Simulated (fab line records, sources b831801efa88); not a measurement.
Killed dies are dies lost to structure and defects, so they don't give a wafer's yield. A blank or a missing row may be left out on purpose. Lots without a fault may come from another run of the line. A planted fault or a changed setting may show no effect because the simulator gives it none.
Chamber matching | flow sky130 | SKY_CONTACT_CMP_04 on cmp-01: 4 sister chambers
The step polishes SiO2. 14 wafers are shown with their chamber, then 7 later ones without.

WAFERS WITH THEIR CHAMBER
wafer  | chamber | motor_current_A (A) | time_to_endpoint_s (s) | platen_rpm (rpm)
L838.1 | 2       | 12.5                | 79                     | 60.06
L838.3 | 3       | 11.0                | 81                     | 59.97
L838.6 | 1       | 9.3                 | 86                     | 59.92
L839.1 | 3       | 10.8                | 86                     | 60.01
L839.5 | 1       | 9.1                 | 87                     | 60.07
L839.6 | 0       | 11.2                | 85                     | 59.94
L841.2 | 0       | 11.0                | 70                     | 60.02
L841.3 | 2       | 11.3                | 73                     | 60.07
L841.5 | 2       | 13.6                | 73                     | 60.03
L855.1 | 3       | 11.5                | 85                     | 60.00
L855.4 | 1       | 9.7                 | 91                     | 59.91
L855.5 | 0       | 11.8                | 79                     | 60.09
L857.2 | 2       | 12.7                | 85                     | 60.05
L857.4 | 3       | 11.4                | 90                     | 60.00

SIGNATURES (means of the wafers above)
reading            | chamber 0 | chamber 1 | chamber 2 | chamber 3 | scatter within a chamber
motor_current_A    | 11.333    | 9.367     | 12.525    | 11.175    | 0.596
time_to_endpoint_s | 78.00     | 88.00     | 77.50     | 85.50     | 5.18
platen_rpm         | 60.0167   | 59.9667   | 60.0525   | 59.9950   | 0.054
Rule: a wafer's distance from a chamber is the root of the sum, over the readings, of the square of ((its reading less the chamber's mean) divided by the reading's scatter). The wafer belongs to the nearest chamber; if the next one is less than 2 further off, it can't be placed. The scatter: the root of (the sum of the squares of (reading less its chamber's mean) over the shown wafers, divided by (wafers less chambers)).

WAFERS WITHOUT THEIR CHAMBER
wafer  | motor_current_A (A) | time_to_endpoint_s (s) | platen_rpm (rpm)
L857.5 | 12.5                | 82                     | 59.99
L858.1 | 11.2                | 97                     | 60.01
L858.2 | 9.6                 | 98                     | 59.96
L858.4 | 10.2                | 88                     | 59.97
L859.1 | 11.3                | 88                     | 59.92
L859.2 | 9.5                 | 91                     | 60.12
L859.3 | 12.2                | 84                     | 60.00

WHICH CHAMBER EACH WENT THROUGH
wafer  | from the rows above          | in truth
L857.5 | can't be placed: 2 or 0 or 3 | 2
L858.1 | can't be placed: 3 or 1 or 0 | 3
L858.2 | can't be placed: 1 or 3      | 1
L858.4 | can't be placed: 1 or 3 or 0 | 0
L859.1 | can't be placed: 3 or 0 or 1 | 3
L859.2 | can't be placed: 1 or 3 or 0 | 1
L859.3 | can't be placed: 2 or 3 or 0 | 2
Placed correctly: 0 of 7. Can't be placed from these rows: 7 (the true chamber is among the candidates in 7). Placed wrongly: 0.
